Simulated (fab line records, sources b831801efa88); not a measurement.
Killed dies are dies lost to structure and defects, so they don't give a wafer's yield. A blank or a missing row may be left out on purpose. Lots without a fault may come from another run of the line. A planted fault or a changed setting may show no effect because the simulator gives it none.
fab line records | flow gf180mcu
record lots=6 wafers=18 last_day=34
route steps=602 shown V1@346
lots that met no fault: from a run of the same line without faults
start_h: hours from the record's first day to the start of the lot's first wafer shown | wait_h: hours since the lot's step before | " the same as in the row above | L1.1+2: a row that stands for several wafers | - no value, or no start given | * or withheld: withheld | < > ~ a bound
route shown NAME@n: a module of which the file shows steps, and the number in the route of the first | usual: mean/standard deviation of fault-free wafers | same: alike in all rows | chamber/n: place in a boat | sites: the reading at each site | _std_site: their standard deviation | _edge_site: outer sites' mean less inner sites' | radius_mm: how far each site lies from the wafer's centre | mask NAME#n: copy n | behind: the tool/chamber that last shaped the wafer | hold: why the lot was held/for how many hours/how that ended | device: the transistor (n, p or np) that didn't switch | end of line: the same wafers' tests at the end of the route | a step without rows: its recipe alone | killed: dies lost to structure and defects at the first sort, not the wafer's yield | map: a wafer's dies, x killed, . not, _ none there
set.NAME: the setting as run; set.NAME@STEP: as run at that earlier step | model.NAME: the simulator's own value behind a step, which no gauge read
lots at some steps of the route; a table a step, a row a wafer
services: from which hour (start_h, from the record's first day; less than 0 if before it) a tool's chamber was out of use, for how many hours, and why
## steps
# step GF_V1_EXPOSE_11
# recipe mask_id=Via1 target_cd_nm=260 na=0.68 source_shape=conventional sigma_outer=0.6 dose_mj=38
# step GF_V1_PEB_12
# recipe peb_temp_c=135 peb_time_s=90 resist=KrF
# step GF_V1_DEVELOP_13
# recipe develop_time_s=60 resist=KrF dev_temp_c=21
# step GF_V1_CD_MEAS_14
# recipe target_cd_nm=260
# usual cd_nm=259.7/1.2
# columns lot.wafer tool chamber start_h wait_h cd_nm
L364.3 cd_sem-02 - 440.26 0.1 261.1
L364.5 " - " " 259.3
L364.6 " - " " 259.6
L369.2 cd_sem-01 - 479.29 0.1 259.1
L369.3 " - " " 261.3
L369.4 " - " " 260.7
L372.4 cd_sem-02 - 508.69 0.1 258.8
L372.5 " - " " 260.6
L372.6 " - " " 260.6
L379.3 cd_sem-01 - 567.90 0.1 257.3
L379.4 " - " " 257.3
L379.6 " - " " 257.3
L382.1 cd_sem-02 - 587.23 0.1 261.9
L382.3 " - " " 260.9
L382.5 " - " " 260.5
L384.2 cd_sem-01 - 610.14 0.1 258.1
L384.4 " - " " 258.6
L384.6 " - " " 259.6
# step GF_V1_OVL_MEAS_15
# usual V1_OVL=0/5.4
# columns lot.wafer tool chamber start_h wait_h V1_OVL[nm]
L364.3 overlay-02 - 440.36 0.1 1
L364.5 " - " " -3
L364.6 " - " " 6
L369.2 overlay-02 - 479.39 0.1 4
L369.3 " - " " 1
L369.4 " - " " 2
L372.4 overlay-02 - 508.77 0.1 1
L372.5 " - " " 4
L372.6 " - " " 11
L379.3 overlay-02 - 568.00 0.1 4
L379.4 " - " " 0
L379.6 " - " " -4
L382.1 overlay-01 - 587.35 0.1 -3
L382.3 " - " " -9
L382.5 " - " " 1
L384.2 overlay-02 - 610.24 0.1 -8
L384.4 " - " " -2
L384.6 " - " " -6
# step GF_V1_ETCH_16
# recipe chemistry=N2/H2 target_depth_a=withheld overetch_a=withheld time_s=withheld target=BARC ion_energy_ev=200 source_w=500 bias_w=100 pressure_mtorr=30 n2_flow_sccm=100 h2_flow_sccm=200
# usual chamber_pressure_mTorr=30.002/0.024 drypump_motor_current_A=5.8/0.51 oes_product_au=0.855/0.0046 throttle_valve_pct=13.225/0.0088
# columns lot.wafer tool chamber start_h wait_h chamber_pressure_mTorr drypump_motor_current_A oes_product_au throttle_valve_pct
L364.3 rie_diel-03 0 440.38 0.0 30.058 5.5 0.858 13.233
L364.5 " 3 " " 29.977 6.2 0.861 13.224
L364.6 " 0 " " 30.016 5.6 0.850 13.221
L369.2 rie_diel-03 1 479.42 0.0 30.014 5.9 0.854 13.227
L369.3 " 2 " " 30.022 5.1 0.849 13.211
L369.4 " 0 " " 30.006 5.5 0.848 13.227
L372.4 rie_diel-02 1 508.79 0.0 29.996 6.5 0.849 13.231
L372.5 " 1 " " 29.984 6.5 0.850 13.218
L372.6 " 2 " " 30.012 6.7 0.845 13.220
L379.3 rie_diel-01 2 568.02 0.0 30.015 5.4 0.858 13.234
L379.4 " 1 " " 29.999 6.2 0.851 13.210
L379.6 " 2 " " 30.015 5.5 0.856 13.240
L382.1 rie_diel-02 3 587.39 0.0 29.998 5.2 0.857 13.218
L382.3 " 1 " " 29.987 6.5 0.855 13.230
L382.5 " 0 " " 30.008 6.0 0.849 13.236
L384.2 rie_diel-01 0 610.27 0.0 30.030 5.9 0.856 13.222
L384.4 " 1 " " 30.014 6.2 0.853 13.216
L384.6 " 3 " " 30.017 5.2 0.859 13.231
# step GF_V1_ETCH_17
# recipe chemistry=C4F8/O2/Ar mask_material=KrF target=SiO2 stop_on=TiN source_w=1548 bias_w=1200 pressure_mtorr=40 c4f8_flow_sccm=withheld O2_flow_sccm=6 Ar_flow_sccm=300 time_s=withheld target_depth_a=6300
# step GF_V1_STRIP_18
# recipe chemistry=O2/N2 power_w=1400 pressure_mtorr=1500 platen_temp_c=250 o2_flow_sccm=3000 n2_flow_sccm=300 overash_fraction=0.5
# usual chamber_pressure_mTorr=1500.1/1.2 drypump_motor_current_A=5.87/0.19 heater_power_w=349/24 oes_product_au=0.591/0.0041
# columns lot.wafer tool chamber start_h wait_h chamber_pressure_mTorr drypump_motor_current_A heater_power_w oes_product_au rf_hours_counter_h
L364.3 plasma_asher-03 0 440.54 - 1500.0 5.69 372 0.592 -
L364.5 " 1 " " 1501.0 5.71 372 0.591 -
L364.6 " 0 " " 1498.8 5.68 378 0.593 -
L369.2 plasma_asher-04 1 479.55 - 1499.0 6.04 341 0.591 37
L369.3 " 1 " " 1501.5 6.06 343 0.586 -
L369.4 " 0 " " 1502.6 6.08 339 0.602 -
L372.4 plasma_asher-04 0 508.95 - 1503.4 6.10 335 0.589 -
L372.5 " 1 " " 1499.5 6.05 341 0.594 -
L372.6 " 0 " " 1500.3 6.10 340 0.590 -
L379.3 plasma_asher-04 0 568.18 - 1500.3 6.12 332 0.589 -
L379.4 " 1 " " 1499.9 6.03 343 0.589 -
L379.6 " 0 " " 1500.2 6.09 346 0.588 -
L382.1 plasma_asher-03 0 587.51 - 1497.6 5.67 369 0.593 100
L382.3 " 1 " " 1499.9 5.68 368 0.596 -
L382.5 " 0 " " 1499.5 5.67 374 0.587 -
L384.2 plasma_asher-03 1 610.40 - 1498.4 5.66 349 0.592 103
L384.4 " 0 " " 1500.9 5.67 389 0.593 -
L384.6 " 0 " " 1501.0 5.67 381 0.591 -
# step GF_V1_STRIP_19
# recipe chemistry=post_etch_residue_remover time_s=1200 temp_c=72.5
# step GF_V1_CLEAN_20
# recipe chemistry=DIW dry=n2_spin
# step GF_V1_SPUTTER_21
# recipe material=Ti target_thk_nm=15 chamber_pressure_pa=5 power_w=2500 substrate_temp_c=200 time_s=80.02
# usual throttle_valve_pct=29.7/0.73
# columns lot.wafer tool chamber start_h wait_h throttle_valve_pct
L364.3 pvd_sputter-02 - 442.07 0.0 30.9
L364.5 " - " " 30.8
L364.6 " - " " 29.4
L369.2 pvd_sputter-02 - 480.10 0.0 29.5
L369.3 " - " " 30.9
L369.4 " - " " 30.8
L372.4 pvd_sputter-03 - 509.45 0.0 29.0
L372.5 " - " " 29.3
L372.6 " - " " 29.7
L379.3 pvd_sputter-04 - 568.68 0.0 28.6
L379.4 " - " " 30.7
L379.6 " - " " 29.6
L382.1 pvd_sputter-03 - 588.05 0.0 29.3
L382.3 " - " " 29.5
L382.5 " - " " 29.2
L384.2 pvd_sputter-02 - 610.94 0.0 30.4
L384.4 " - " " 29.5
L384.6 " - " " 29.8
# step GF_V1_SPUTTER_22
# recipe material=TiN target_thk_nm=10 chamber_pressure_pa=5 power_w=4000 time_s=40
# usual throttle_valve_pct=29.7/0.77
# columns lot.wafer tool chamber start_h wait_h throttle_valve_pct
L364.3 pvd_sputter-02 - 442.13 0.0 31.0
L364.5 " - " " 31.0
L364.6 " - " " 29.6
L369.2 pvd_sputter-02 - 480.16 0.0 29.3
L369.3 " - " " 30.8
L369.4 " - " " 30.6
L372.4 pvd_sputter-03 - 509.51 0.0 29.2
L372.5 " - " " 29.1
L372.6 " - " " 29.5
L379.3 pvd_sputter-04 - 568.74 0.0 28.6
L379.4 " - " " 31.1
L379.6 " - " " 29.4
L382.1 pvd_sputter-03 - 588.11 0.0 29.2
L382.3 " - " " 29.4
L382.5 " - " " 29.2
L384.2 pvd_sputter-02 - 611.00 0.0 30.5
L384.4 " - " " 29.7
L384.6 " - " " 29.6
# step GF_V1_CVD_23
# recipe material=W target_thk_nm=350 time_s=105.05 temp_c=400 pressure_torr=40
# usual heater_power_w=833/110
# columns lot.wafer tool chamber start_h wait_h heater_power_w model.W_of_V1_CVD_23.thk_nm
L364.3 cvd_w-01 1 442.24 0.1 766 344.6
L364.5 " 1 " " 752 344
L364.6 " 1 " " 747 347.3
L369.2 cvd_w-01 1 480.20 0.0 740 342.4
L369.3 " 0 " " 699 343.4
L369.4 " 1 " " 748 347.5
L372.4 cvd_w-02 0 509.59 0.1 786 360.4
L372.5 " 1 " " 1008 344.8
L372.6 " 0 " " 811 355.2
L379.3 cvd_w-01 1 568.82 0.1 770 326.4
L379.4 " 0 " " 725 347.5
L379.6 " 0 " " 710 345.8
L382.1 cvd_w-01 1 588.15 0.0 784 327.5
L382.3 " 1 " " 750 324.6
L382.5 " 1 " " 767 345.6
L384.2 cvd_w-02 1 611.04 0.0 1000 345.8
L384.4 " 1 " " 998 348.6
L384.6 " 0 " " 805 362
# step GF_V1_RS_MEAS_24
# recipe thk_meas_gauge=four-point-probe reads=W_of_V1_CVD_23+TiN_of_V1_SPUTTER_22+Ti_of_V1_SPUTTER_21
# usual V1_W_RS=0.327/0.0062
# columns lot.wafer tool chamber start_h wait_h V1_W_RS[ohm/sq]
L364.3 film_metro-03 - 442.43 0.2 0.332
L364.5 " - " " 0.332
L364.6 " - " " 0.329
L369.2 film_metro-04 - 480.33 0.1 0.335
L369.3 " - " " 0.334
L369.4 " - " " 0.330
L372.4 film_metro-02 - 509.72 0.1 0.317
L372.5 " - " " 0.332
L372.6 " - " " 0.322
L379.3 film_metro-03 - 568.93 0.1 0.350
L379.4 " - " " 0.329
L379.6 " - " " 0.330
L382.1 film_metro-03 - 588.26 0.1 0.350
L382.3 " - " " 0.353
L382.5 " - " " 0.330
L384.2 film_metro-02 - 611.17 0.1 0.331
L384.4 " - " " 0.328
L384.6 " - " " 0.317
# step GF_V1_THK_MEAS_25
# recipe thk_meas_gauge=xrf reads=W_of_V1_CVD_23
# usual V1_W_THK=351/7.7
# columns lot.wafer tool chamber start_h wait_h V1_W_THK[nm]
L364.3 film_metro-03 - 442.53 0.1 348
L364.5 " - " " 347
L364.6 " - " " 350
L369.2 film_metro-04 - 480.44 0.1 338
L369.3 " - " " 338
L369.4 " - " " 344
L372.4 film_metro-02 - 509.81 0.1 361
L372.5 " - " " 345
L372.6 " - " " 357
L379.3 film_metro-03 - 569.03 0.1 329
L379.4 " - " " 350
L379.6 " - " " 347
L382.1 film_metro-03 - 588.38 0.1 329
L382.3 " - " " 328
L382.5 " - " " 348
L384.2 film_metro-02 - 611.28 0.1 345
L384.4 " - " " 348
L384.6 " - " " 359
# step GF_V1_CMP_26
# recipe stop_on=SiO2 down_force_psi=3.5 platen_rpm=60 t_overpolish_s=15 target_thk_nm=0 pad_velocity_m_s=0.94248
# usual motor_current_A=10.7/1.3 slurry_filter_dp_kPa=13.50/0.13
# columns lot.wafer tool chamber start_h wait_h motor_current_A slurry_filter_dp_kPa
L364.3 cmp-01 1 442.72 0.2 11.6 13.43
L364.6 " 2 " " 9.7 13.44
L364.5 " 3 " " 8.9 13.67
L369.4 cmp-01 3 480.49 0.0 8.6 13.75
L369.2 " 1 " " 12.0 13.65
L369.3 " 2 " " 9.1 13.28
L372.4 cmp-01 0 509.94 0.1 12.0 13.52
L372.6 " 2 " " 9.7 13.27
L372.5 " 3 " " 8.5 13.41
L379.3 cmp-02 0 569.12 0.1 12.3 13.54
L379.4 " 2 " " 11.5 13.63
L379.6 " 3 " " 9.4 13.45
L382.1 cmp-02 0 588.44 0.1 12.5 13.48
L382.3 " 1 " " 9.6 13.41
L382.5 " 0 " " 12.3 13.54
L384.2 cmp-02 1 611.38 0.1 10.2 13.38
L384.4 " 2 " " 11.3 13.31
L384.6 " 0 " " 12.3 13.50
## services
# columns tool chamber start_h hours kind
rie_diel-03 - 424.73 1.9 repair
plasma_asher-04 - 426.77 9.7 repair
cvd_w-02 1 427.57 8.1 repair
pvd_sputter-03 - 433.44 5.4 repair
rie_diel-02 0 439.14 2.2 repair
cvd_w-01 0 439.94 2.4 repair
rie_diel-01 2 441.42 1.9 repair
cmp-02 - 449.34 2.3 repair
cmp-01 - 454.33 5.0 pm
cmp-01 - 459.33 14.2 pm
cvd_w-02 - 460.99 0.5 repair
rie_diel-01 - 469.03 0.4 repair
rie_diel-02 0 475.15 7.0 repair
plasma_asher-04 - 484.81 2.8 pm
rie_diel-01 1 494.45 2.1 repair
cvd_w-02 - 499.74 6.9 pm
pvd_sputter-02 - 514.90 1.1 repair
cmp-02 - 522.95 4.4 pm
plasma_asher-04 - 537.96 15.9 pm
pvd_sputter-02 - 546.38 8.1 repair
cmp-01 - 552.32 6.5 repair
cmp-01 - 572.28 4.0 pm
cmp-01 - 579.63 6.1 pm
cmp-01 - 587.63 2.6 repair
## key
first_sign step=GF_V1_RS_MEAS_24 reading=V1_W_RS direction=up sigmas=3.9 usual=0.327 struck=0.351
effect step=GF_V1_THK_MEAS_25 reading=V1_W_THK direction=down sigmas=2.9 usual=351 struck=329
model_effect step=GF_V1_CVD_23 value=W_of_V1_CVD_23.thk_nm without=347 struck=326.1
met_at GF_V1_CVD_23
struck_wafers L379.3,L382.1,L382.3
onset_between 480.20 568.82
fault kind=process_parameter_drift tool=cvd_w-01 chamber=- onset_h=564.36 steps=GF_V1_CVD_23 channel=target_thk_nm offset=-21.044 shape=step end_h=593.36 scope=struck_wafers_only acts_in=these_recipes_only stated=350
